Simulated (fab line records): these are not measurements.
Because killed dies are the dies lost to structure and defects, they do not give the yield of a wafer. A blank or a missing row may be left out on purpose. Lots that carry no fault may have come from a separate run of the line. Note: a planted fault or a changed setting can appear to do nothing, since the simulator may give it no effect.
Which tool is to blame?	flow sky130	14 lots with 42 wafers sampled at 3 steps, on a route of 708 steps

== WHAT THE GAUGES READ, wafer by wafer ==
SKY_CONTACT_THK_MEAS_01.
lot	measured	on	CONTACT_CVD_00_THK (nm)
L260	day 30 09:11	film_metro-01	74.6 75.7 78.6
L261	day 30 15:22	film_metro-03	72.9 73.8 73.7
L263	day 32 02:47	film_metro-03	75.4 76.0 75.1
L267	day 33 00:54	film_metro-01	73.9 77.7 75.1
L268	day 33 05:22	film_metro-03	74.2 74.4 75.1
L269	day 33 12:00	film_metro-03	74.5 75.6 74.1
L273	day 34 17:44	film_metro-04	72.9 75.7 74.5
L275	day 35 11:04	film_metro-01	76.7 73.8 77.2
L276	day 35 16:57	film_metro-03	74.7 75.7 76.2
L277	day 35 22:43	film_metro-03	75.2 74.4 76.4
L278	day 36 08:25	film_metro-04	74.8 74.0 75.6
L279	day 36 11:07	film_metro-04	75.9 75.7 78.1
L280	day 36 14:59	film_metro-03	74.7 78.1 75.1
L282	day 38 00:40	film_metro-01	74.6 76.6 77.4

SKY_CONTACT_BOW_MEAS_05.
lot	measured	on	CONTACT_BOW (um)
L260	day 30 09:42	film_metro-01	88 78 82
L261	day 30 15:54	film_metro-04	89 96 77
L263	day 32 03:19	film_metro-03	86 74 78
L267	day 33 01:23	film_metro-01	92 98 72
L268	day 33 05:52	film_metro-01	92 84 79
L269	day 33 12:31	film_metro-04	83 73 91
L273	day 34 18:16	film_metro-03	84 80 84
L275	day 35 11:34	film_metro-01	85 77 77
L276	day 35 17:29	film_metro-01	90 83 73
L277	day 35 23:12	film_metro-03	86 74 59
L278	day 36 08:54	film_metro-01	66 80 67
L279	day 36 11:38	film_metro-03	79 79 77
L280	day 36 15:29	film_metro-01	79 87 75
L282	day 38 01:10	film_metro-04	77 70 80

== WHICH TOOL RAN EACH LOT (tool, then ch and the chambers of the sampled wafers, then the start) ==
lot	SKY_CONTACT_CVD_00
L260	pecvd-02 ch 0,1,2, day 30 09:08
L261	pecvd-04 ch 1,2, day 30 15:19
L263	pecvd-03 ch 1,2, day 32 02:44
L267	pecvd-02 ch 0,1,2, day 33 00:52
L268	pecvd-02 ch 0,1, day 33 05:19
L269	pecvd-04 ch 0,1,2, day 33 11:57
L273	pecvd-04 ch 0,1,2, day 34 17:41
L275	pecvd-02 ch 0,2, day 35 11:02
L276	pecvd-02 ch 0,1, day 35 16:55
L277	pecvd-03 ch 0,2, day 35 22:40
L278	pecvd-04 ch 0,2, day 36 08:23
L279	pecvd-02 ch 1,2, day 36 11:04
L280	pecvd-02 ch 0,1,2, day 36 14:56
L282	pecvd-03 ch 0,1, day 38 00:38
- SKY_CONTACT_CVD_00: deposits Si3N4, target thk 75 nm.

== WHAT THE TOOLS THEMSELVES READ (means of the sampled wafers that have a number; where no wafer has one, the mark that the record gives instead) ==
SKY_CONTACT_CVD_00.
lot	tool	heater_power_w (W)
L260	pecvd-02	764
L261	pecvd-04	723
L263	pecvd-03	864
L267	pecvd-02	750
L268	pecvd-02	747
L269	pecvd-04	735
L273	pecvd-04	766
L275	pecvd-02	767
L276	pecvd-02	727
L277	pecvd-03	713
L278	pecvd-04	824
L279	pecvd-02	768
L280	pecvd-02	773
L282	pecvd-03	704

== THE ANSWER, worked out from the rows above alone ==
Rule: what is usual is taken from the lots themselves. Put in order of their means at a reading, lots are off if they are a third of the lots or fewer, leave a main group of 4 or more, and stand apart from it by a gap of 3 or more times the standard deviation of the main group's means; of several such gaps the widest counts. The tables above print the reading to a certain number of digits; a main group whose means all agree to those digits is not used. A lot without any number at a reading at which 4 lots or more have one is off too. The other lots that the step has rows for count as sound. First the gauges in route order, then the tools' own readings, where a lot's mean is used as printed above. At the first step where some lot is off, the reading lying furthest off is the one used; lots without a number count as furthest.
Across all readings shown, no lot is off: no conclusion can be drawn from this.

== WHAT THE SIMULATOR HAD INSERTED ==
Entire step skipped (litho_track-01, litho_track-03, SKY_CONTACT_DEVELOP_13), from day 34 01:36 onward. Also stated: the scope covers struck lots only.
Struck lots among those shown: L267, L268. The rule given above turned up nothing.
